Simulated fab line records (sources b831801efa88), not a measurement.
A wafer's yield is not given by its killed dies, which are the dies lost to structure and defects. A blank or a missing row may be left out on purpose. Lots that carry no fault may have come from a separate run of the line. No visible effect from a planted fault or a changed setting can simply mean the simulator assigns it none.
A lot that was struck, set against a sound lot | flow sky130 | 17 steps out of a route of 708
Sound: these wafers, L206.1, L206.2, L206.5. The struck wafers were L210.2, L210.5, L210.6. At the end, the cause is stated.
For every step that has rows: the tool of each side, followed by ch and its chambers, followed by its first start. Under that, the readings that differ: sound wafers | struck wafers | difference of the means | sigmas: that difference in standard deviations of wafers without a fault.
alike: readings whose means differ by less than 2 such deviations, and words and numbers that are the same on both sides. not compared: withheld readings, readings that some wafer has no value for, bounds like >300 that may hide the same value, and numbers for which the record gives no deviation and whose values overlap.
The two part at a step that has a row with sigmas, a row that says differs or no value, or rows on one side only. Numbers that have no deviation but don't overlap get no sigmas and don't part them. A reading that every wafer of one side lacks parts them only if that side has two wafers or more.

SKY_VT_ADJUST_HVTR_OVL_MEAS_08:
  struck on overlay-01, day 14 22:46; sound on overlay-02, day 13 15:49
  alike: VT_ADJUST_HVTR_OVL
next, for these wafers, 1 step has no rows: SKY_VT_ADJUST_HVTR_IMPLANT_09.
SKY_VT_ADJUST_HVTR_STRIP_10: strips in O2/N2.
  sound on plasmaAsher-01 ch 0,1, day 13 16:00; struck on plasmaAsher-01 ch 0,1, day 14 22:59
  alike: drypumpMotorCurrentA, oesProductAu, stripTimeToEndpointS
  not compared: rfHoursCounterH
SKY_VT_ADJUST_HVTR_TW_MEAS_11:
  struck on filmMetro-02, day 14 23:05; sound on filmMetro-01, day 13 16:06
  alike: VT_ADJUST_HVTR_TW
then, 7 steps without rows for these wafers: SKY_VT_ADJUST_PCH_DEHYDRATE_00 (time 60 s); SKY_VT_ADJUST_PCH_HMDS_01 (prime time 60 s); SKY_VT_ADJUST_PCH_COAT_02 (resist thk 3000 nm); SKY_VT_ADJUST_PCH_SOFTBAKE_03; SKY_VT_ADJUST_PCH_EXPOSE_04 (exposes mask NWM, target cd 840 nm); SKY_VT_ADJUST_PCH_PEB_05; SKY_VT_ADJUST_PCH_DEVELOP_06 (develop time 60 s).
SKY_VT_ADJUST_PCH_OVL_MEAS_07:
  struck on overlay-02, day 16 04:19; sound on overlay-02, day 14 18:59
  alike: VT_ADJUST_PCH_OVL
SKY_VT_ADJUST_PCH_IMPLANT_08:
  sound on implanter-04 ch 0, day 14 19:02; struck on implanter-01 ch 0, day 16 04:41
  alike: beamOnS
SKY_VT_ADJUST_PCH_STRIP_09: strips in O2/N2.
  sound on plasmaAsher-04 ch 0,1, day 14 19:11; struck on plasmaAsher-01 ch 0,1, day 16 04:57
  alike: drypumpMotorCurrentA, oesProductAu, stripTimeToEndpointS
  not compared: rfHoursCounterH
SKY_VT_ADJUST_PCH_TW_MEAS_10:
  struck on filmMetro-04, day 16 05:08; sound on filmMetro-04, day 14 19:17
reading          | sound             | struck            | difference | sigmas
VT_ADJUST_PCH_TW | 140.7 140.8 141.7 | 169.2 168.9 169.9 | +28.3      | +13
then, 1 step without rows for these wafers: SKY_SONOS_TUNNEL_DEHYDRATE_00 (time 60 s).
-- here the record skips 34 days between the struck wafers' starts before and after, leaving off in module SONOS_TUNNEL and picking up in module PAD_OPEN (first step shown: number 708 of the route) --
SKY_PAD_OPEN_PROBE_99:
  the record has rows for the struck wafers here (prober-02, day 50 02:04) and none for the sound ones

## WHERE THEY PART
Last at SKY_PAD_OPEN_PROBE_99 as far as this record goes, first at SKY_VT_ADJUST_PCH_TW_MEAS_10.

WHY: what had been put in by the simulator
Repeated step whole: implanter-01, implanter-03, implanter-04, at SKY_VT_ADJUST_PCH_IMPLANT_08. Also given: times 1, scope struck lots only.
